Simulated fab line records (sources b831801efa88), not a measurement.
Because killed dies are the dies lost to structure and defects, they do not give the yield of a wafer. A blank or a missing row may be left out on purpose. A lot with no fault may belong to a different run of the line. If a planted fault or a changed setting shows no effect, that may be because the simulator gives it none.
Which tool was responsible?    flow sky130    14 lots, 42 wafers sampled, at 5 steps of a route of 708

WHAT THE GAUGES READ, wafer by wafer
SKY_RES_PROTECT_TW_MEAS_08. Usual: POLY_GATE_TW gives 4059 (standard deviation 22).
lot   measured      on             POLY_GATE_TW    flag
L980  day 15 15:34  film_metro-02  4087 4067 4089  
L983  day 15 22:06  film_metro-02  4084 4098 4098  
L985  day 16 16:50  film_metro-02  4068 4049 4062  
L986  day 17 06:25  film_metro-03  4050 4074 4071  
L988  day 18 08:28  film_metro-03  4050 4042 4053  
L991  day 19 10:23  film_metro-04  4030 4031 4039  
L992  day 19 16:14  film_metro-03  4055 4043 4055  
L993  day 20 05:05  film_metro-03  4051 4042 4026  
L995  day 20 11:19  film_metro-02  4035 4054 4020  
L997  day 21 05:35  film_metro-02  4057 4053 4063  
L998  day 21 15:06  film_metro-04  4034 4023 4027  
L101  day 22 08:34  film_metro-03  4070 4080 4060  
L102  day 23 02:05  film_metro-02  4074 4068 4111  
L103  day 23 06:52  film_metro-03  4053 4065 4048  

SKY_LDD_HVP_TW_MEAS_10. Usual: LDD_HVP_TW gives 457.6 (standard deviation 2.1).
lot   measured      on             LDD_HVP_TW         flag
L980  day 22 04:19  film_metro-03  458.4 458.2 462.6  
L983  day 22 11:59  film_metro-04  456.9 458.5 461.3  
L985  day 23 05:59  film_metro-02  462.1 460.7 463.1  
L986  day 23 19:25  film_metro-03  460.9 461.8 458.0  
L988  day 24 22:47  film_metro-02  459.3 461.1 460.0  
L991  day 26 00:41  film_metro-03  455.6 455.1 454.2  
L992  day 26 06:23  film_metro-03  459.4 456.7 456.0  
L993  day 26 18:37  film_metro-02  458.1 457.1 458.2  
L995  day 27 01:23  film_metro-03  458.6 458.9 456.8  
L997  day 27 17:56  film_metro-04  455.8 458.1 455.8  
L998  day 28 01:53  film_metro-04  456.0 454.6 456.5  
L101  day 28 19:23  film_metro-03  458.1 458.8 457.0  
L102  day 29 11:59  film_metro-04  455.2 454.8 456.9  
L103  day 29 16:20  film_metro-04  455.1 456.6 453.5  

SKY_LDD_LDN_TW_MEAS_13. Usual: LDD_LDN_TW gives 1481 (standard deviation 7.8).
lot   measured      on             LDD_LDN_TW                     flag
L980  day 23 10:51  film_metro-03  1487 1493 1484                 
L983  day 23 18:08  film_metro-04  1472 1472 1472                 
L985  day 24 13:38  film_metro-03  1490 1492 1479                 
L986  day 25 02:47  film_metro-01  1473 1466 1474                 
L988  day 26 05:16  film_metro-01  1472 1473 1472                 
L991  day 27 05:58  film_metro-01  1484 1483 1481                 
L992  day 27 11:14  film_metro-01  1359 1359 1352 1357 1355 1361  OFF
L993  day 28 00:18  film_metro-04  1350 1361 1357 1365 1361 1358  OFF
L995  day 28 07:41  film_metro-04  1484 1483 1484                 
L997  day 29 00:07  film_metro-01  1463 1477 1476                 
L998  day 29 07:41  film_metro-03  1489 1494 1488                 
L101  day 30 00:41  film_metro-03  1478 1487 1495                 
L102  day 30 16:56  film_metro-03  1479 1485 1489                 
L103  day 30 21:20  film_metro-03  1481 1492 1483                 

TOOL THAT RAN EACH LOT (tool first, then ch and the chambers of the sampled wafers, then the start)
lot   SKY_LDD_HVN_STRIP_09                  SKY_LDD_LDN_IMPLANT_11
L980  plasma_asher-03 ch 0,1, day 20 21:30  implanter-02 ch 0, day 23 10:38
L983  plasma_asher-02 ch 0,1, day 21 06:08  implanter-01 ch 0, day 23 17:53
L985  plasma_asher-02 ch 0, day 22 00:04    implanter-03 ch 0, day 24 13:23
L986  plasma_asher-03 ch 0,1, day 22 13:18  implanter-03 ch 0, day 25 02:32
L988  plasma_asher-02 ch 0,1, day 23 16:07  implanter-02 ch 0, day 26 05:03
L991  plasma_asher-03 ch 0,1, day 24 18:02  implanter-02 ch 0, day 27 05:43
L992  plasma_asher-02 ch 0,1, day 24 23:56  implanter-01, day 27 10:59
L993  plasma_asher-01 ch 0,1, day 25 12:58  implanter-01, day 28 00:05
L995  plasma_asher-03 ch 0,1, day 25 19:37  implanter-01 ch 0, day 28 07:27
L997  plasma_asher-01 ch 0,1, day 26 11:48  implanter-02 ch 0, day 28 23:52
L998  plasma_asher-01 ch 1, day 26 20:07    implanter-03 ch 0, day 29 07:27
L101  plasma_asher-01 ch 0,1, day 27 13:19  implanter-02 ch 0, day 30 00:26
L102  plasma_asher-02 ch 0,1, day 28 05:27  implanter-01 ch 0, day 30 16:41
L103  plasma_asher-03 ch 0,1, day 28 11:12  implanter-03 ch 0, day 30 21:05
- SKY_LDD_HVN_STRIP_09: strips in O2/N2.
- SKY_LDD_LDN_IMPLANT_11

WHAT THE TOOLS THEMSELVES READ (means of the sampled wafers that have a number; where no wafer has one, the mark that the record gives instead)
SKY_LDD_HVN_STRIP_09. Usual: drypump_motor_current_A 5.5 A, standard deviation 0.45; oes_product_au 0.408 a.u., standard deviation 0.0044; strip_time_to_endpoint_s 4.131 s, standard deviation 0.015.
lot   tool             drypump_motor_current_A (A)  oes_product_au (a.u.)  strip_time_to_endpoint_s (s)  flag
L980  plasma_asher-03  5.2                          0.412                  4.130                         
L983  plasma_asher-02  6.0                          0.407                  4.139                         
L985  plasma_asher-02  6.1                          0.405                  4.130                         
L986  plasma_asher-03  5.2                          0.407                  4.124                         
L988  plasma_asher-02  6.0                          0.408                  4.139                         
L991  plasma_asher-03  5.2                          0.407                  4.140                         
L992  plasma_asher-02  6.0                          0.409                  4.127                         
L993  plasma_asher-01  5.5                          0.409                  4.135                         
L995  plasma_asher-03  5.2                          0.407                  4.132                         
L997  plasma_asher-01  5.1                          0.407                  4.132                         
L998  plasma_asher-01  4.8                          0.404                  4.129                         
L101  plasma_asher-01  5.1                          0.409                  4.131                         
L102  plasma_asher-02  5.9                          0.405                  4.149                         
L103  plasma_asher-03  5.2                          0.406                  4.130                         

SKY_LDD_LDN_IMPLANT_11. Usual: beam_energy_keV 15.000, standard deviation 0.0045; beam_on_s 10.00 s, standard deviation 0.18.
lot   tool          beam_energy_keV  beam_on_s (s)  flag
L980  implanter-02  15.007           10.07          
L983  implanter-01  14.997           10.00          
L985  implanter-03  15.003           9.77           
L986  implanter-03  14.995           9.96           
L988  implanter-02  14.999           9.99           
L991  implanter-02  14.995           9.85           
L992  implanter-01  -                -              OFF
L993  implanter-01  -                -              OFF
L995  implanter-01  14.999           10.14          
L997  implanter-02  15.000           9.94           
L998  implanter-03  15.000           9.95           
L101  implanter-02  15.000           10.04          
L102  implanter-01  14.997           10.13          
L103  implanter-03  15.003           9.93           

THE ANSWER, worked out from the rows above alone
Rule: a lot is off if the mean of its wafers that have a number lies more than 3 standard deviations from the usual mean. A lot without any number at a reading at which 4 lots or more have one is off too. Where the step has rows for the other lots, those lots are counted as sound. First the gauges in route order, then the tools' own readings, where a lot's mean is used as printed above. At the first step where some lot is off, the reading lying furthest off is the one used; lots without a number count as furthest.
Off: L992, L993, at SKY_LDD_LDN_TW_MEAS_13 (LDD_LDN_TW).
If a tool, at a process step before that reading, ran all the lots that are off and no sound lot after the first of them, it fits. The gauges at SKY_LDD_LDN_TW_MEAS_13 aren't tried: what is off there is off at SKY_LDD_LDN_IMPLANT_11 too, on other tools, and a gauge's error can't cause that. None of those tried fits.

WHAT THE SIMULATOR HAD PUT IN
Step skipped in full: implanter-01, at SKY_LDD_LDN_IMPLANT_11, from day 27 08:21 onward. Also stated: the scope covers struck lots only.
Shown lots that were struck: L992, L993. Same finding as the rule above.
